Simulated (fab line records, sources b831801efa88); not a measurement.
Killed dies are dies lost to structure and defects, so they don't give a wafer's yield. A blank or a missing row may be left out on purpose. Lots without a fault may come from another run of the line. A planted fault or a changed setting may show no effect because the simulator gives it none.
A struck lot beside a sound one | flow gf180mcu | 16 steps out of a route of 602
Sound: wafers L352.1, L352.4, L352.6. Struck: wafers L356.1, L356.2. (L356.6 of the same lot was not struck and is left out.) The cause comes at the end.
At each step with rows: each side's tool, then ch and its chambers, then its first start. Under that, the readings that differ: sound wafers | struck wafers | difference of the means | sigmas: that difference in standard deviations of wafers without a fault.
alike: readings whose means differ by less than 2 such deviations, and words and numbers that are the same on both sides. not compared: withheld readings, readings that some wafer has no value for, bounds like >300 that may hide the same value, and numbers for which the record gives no deviation and whose values overlap.
The two part at a step that has a row with sigmas, a row that says differs or no value, or rows on one side only. Numbers that don't overlap but have no deviation are shown without sigmas and don't part them. A reading that every wafer of one side lacks parts them only if that side has two wafers or more.

first, 3 steps without rows for these wafers: GF_V1_EXPOSE_11 (exposes mask Via1, target cd 260 nm); GF_V1_PEB_12 (peb time 90 s); GF_V1_DEVELOP_13 (develop time 60 s).
GF_V1_CD_MEAS_14: target cd 260 nm.
  sound on cd_sem-02, day 19 15:46; struck on cd_sem-02, day 21 04:31
  alike: cd_nm
GF_V1_OVL_MEAS_15:
  sound on overlay-01, day 19 15:53; struck on overlay-01, day 21 04:38
  alike: V1_OVL
then, 1 step without rows for these wafers: GF_V1_ETCH_16 (etches BARC in N2/H2).
GF_V1_ETCH_17: etches SiO2 in C4F8/O2/Ar, stops on TiN, target depth 630 nm.
  sound on rie_diel-02 ch 0,1,3; struck on rie_diel-02 ch 2,3
  alike: bias_w, oes_product_au
GF_V1_STRIP_18: strips in O2/N2.
  sound on plasma_asher-02 ch 0,1, day 19 16:03; struck on plasma_asher-01 ch 0,1, day 21 04:48
  alike: drypump_motor_current_A, heater_power_w, n2_flow_sccm, oes_product_au
  not compared: rf_hours_counter_h
then, 2 steps without rows for these wafers: GF_V1_STRIP_19 (strips in post etch residue remover, time 1200 s); GF_V1_CLEAN_20 (cleans in DIW).
GF_V1_SPUTTER_21: material Ti, target thk 15 nm, time 80.02 s.
  sound on pvd_sputter-02, day 19 16:35; struck on pvd_sputter-02, day 21 05:22
  alike: throttle_valve_pct
GF_V1_SPUTTER_22: material TiN, target thk 10 nm, time 40 s.
  sound on pvd_sputter-02, day 19 16:38; struck on pvd_sputter-02, day 21 05:26
  alike: throttle_valve_pct
GF_V1_CVD_23: deposits W, target thk 350 nm, time 105.05 s.
  sound on cvd_w-02 ch 0, day 19 16:41; struck on cvd_w-02 ch 0,1, day 21 05:28
  reading                          | sound           | struck      | difference | sigmas
  model.W_of_V1_CVD_23.thk_nm (nm) | 348.1 345 348.6 | 319.7 323.6 | -25.6      |
  alike: chamber_pressure_Torr, heater_power_w
GF_V1_RS_MEAS_24: measures by four-point-probe.
  sound on film_metro-01, day 19 16:55; struck on film_metro-02, day 21 05:35
  reading          | sound             | struck      | difference | sigmas
  V1_W_RS (ohm/sq) | 0.329 0.332 0.329 | 0.358 0.354 | +0.026     | +7
GF_V1_THK_MEAS_25: measures by xrf.
  sound on film_metro-01, day 19 17:02; struck on film_metro-02, day 21 05:42
  reading       | sound       | struck  | difference | sigmas
  V1_W_THK (nm) | 351 348 354 | 323 328 | -26        | -5
GF_V1_CMP_26: polishes, stops on SiO2, t overpolish 15 s, target thk 0 nm.
  sound on cmp-02 ch 0,2,3, day 19 17:05; struck on cmp-01 ch 2,3, day 21 05:46
  alike: motor_current_A

WHERE THEY PART
First at GF_V1_RS_MEAS_24; last, within this record, at GF_V1_THK_MEAS_25. Later steps at which nothing parts them and some readings are alike: GF_V1_CMP_26.

WHY: what the simulator had put in
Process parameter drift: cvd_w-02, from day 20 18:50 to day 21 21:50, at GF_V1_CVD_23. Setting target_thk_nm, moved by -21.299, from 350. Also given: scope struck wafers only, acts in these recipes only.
